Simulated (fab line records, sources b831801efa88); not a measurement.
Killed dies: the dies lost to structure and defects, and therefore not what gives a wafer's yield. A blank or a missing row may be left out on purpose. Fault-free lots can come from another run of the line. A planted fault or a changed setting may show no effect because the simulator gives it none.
Comparing a struck lot with a sound one ; flow gf180mcu ; 29 steps out of a route of 602
Sound: wafers L558.1, L558.2, L558.4. The struck wafers were L569.1, L569.5, L569.6. At the end, the cause is stated.
Each step with rows lists, per side, the tool, then ch with its chambers, then its first start. Under that, the readings that differ: sound wafers ; struck wafers ; difference of the means ; sigmas: that difference in standard deviations of wafers without a fault.
alike: same words and numbers on both sides, and readings whose means sit less than 2 such deviations apart. not compared: any withheld reading, any reading some wafer has no value for, any bound like >300 that may hide the same value, and any number with overlapping values for which the record gives no deviation.
A row with sigmas, a row that says differs or no value, or rows on one side alone: a step with any of these is where the two part. Non-overlapping numbers with no deviation appear without sigmas and do not part them. A reading missing from all wafers of one side parts the sides only when that side holds two or more wafers.

first, 6 steps without rows for these wafers: GF_HV_LDD_IMPLANT_48; GF_HV_LDD_STRIP_49 (strips in O2/N2); GF_HV_LDD_CLEAN_51 (cleans in SC1/SC2, time 150 s); GF_HV_LDD_RTA_52 (time 10 s); GF_HV_LDD_CVD_54 (deposits SiO2 from TEOS, target thk 10 nm, time 75 s); GF_HV_LDD_CVD_56 (deposits Si3N4 from DCS/NH3, target thk 90 nm, time 1543 s).
GF_HV_LDD_ETCHBACK_58: etches Si3N4 in CH3F/O2, stops on SiO2, time 100 s, target depth 90 nm.
  sound on rieDiel-02 ch 0,2,3, day 15 02:10; struck on rieDiel-02 ch 0,2,3, day 19 02:26
reading;sound;struck;difference;sigmas
rfFwdPowerW (W);397.5 399.1 395.4;462.0 463.0 461.3;+64.8;+50
model.SiO2_of_HV_LDD_CVD_54.thkNm (nm);7.927 7.842 7.886;6.889 6.785 6.937;-1.015;
  alike: drypumpMotorCurrentA, oesProductAu, throttleValvePct
  not compared: rfHoursCounterH
then, 19 steps without rows for these wafers: GF_NSD_DEHYDRATE_00 (time 60 s); GF_NSD_HMDS_01 (prime time 60 s); GF_NSD_COAT_02 (resist thk 1000 nm); GF_NSD_SOFTBAKE_03 (time 60 s); GF_NSD_EXPOSE_04 (exposes mask Nplus, target cd 400 nm); GF_NSD_PEB_05; GF_NSD_DEVELOP_06 (develop time 60 s); GF_NSD_IMPLANT_09; GF_NSD_IMPLANT_10; GF_NSD_STRIP_11 (strips in O2/N2); GF_PSD_DEHYDRATE_00 (time 60 s); GF_PSD_HMDS_01 (prime time 60 s); GF_PSD_COAT_02 (resist thk 1000 nm); GF_PSD_SOFTBAKE_03 (time 60 s); GF_PSD_EXPOSE_04 (exposes mask Pplus, target cd 400 nm); GF_PSD_PEB_05; GF_PSD_DEVELOP_06 (develop time 60 s); GF_PSD_IMPLANT_09; GF_PSD_STRIP_10 (strips in O2/N2).
-- the record jumps here: 2 days lie between the struck wafers' starts before and after --
GF_PSD_CLEAN_12: cleans in SC1/SC2, time 150 s.
  sound on wetBench-04 ch 2, day 16 23:34; struck on wetBench-03 ch 1, day 21 04:22
reading;sound;struck;difference;sigmas
model.SiO2_of_HV_LDD_CVD_54.thkNm (nm);7.244 7.165 7.207;6.222 6.115 6.27;-1.003;
then, 1 step without rows for these wafers: GF_PSD_RTA_13 (time 20 s).
GF_PASSIVATION_PROBE_99:
  rows exist in the record for the sound wafers here (prober-01, day 31 11:31), none for the struck ones

WHERE THEY PART
Earliest at GF_HV_LDD_ETCHBACK_58; latest, in this record, at GF_PASSIVATION_PROBE_99.

WHY: what the simulator had put in
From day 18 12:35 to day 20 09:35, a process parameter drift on rieDiel-02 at GF_HV_LDD_ETCHBACK_58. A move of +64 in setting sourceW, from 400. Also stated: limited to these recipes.
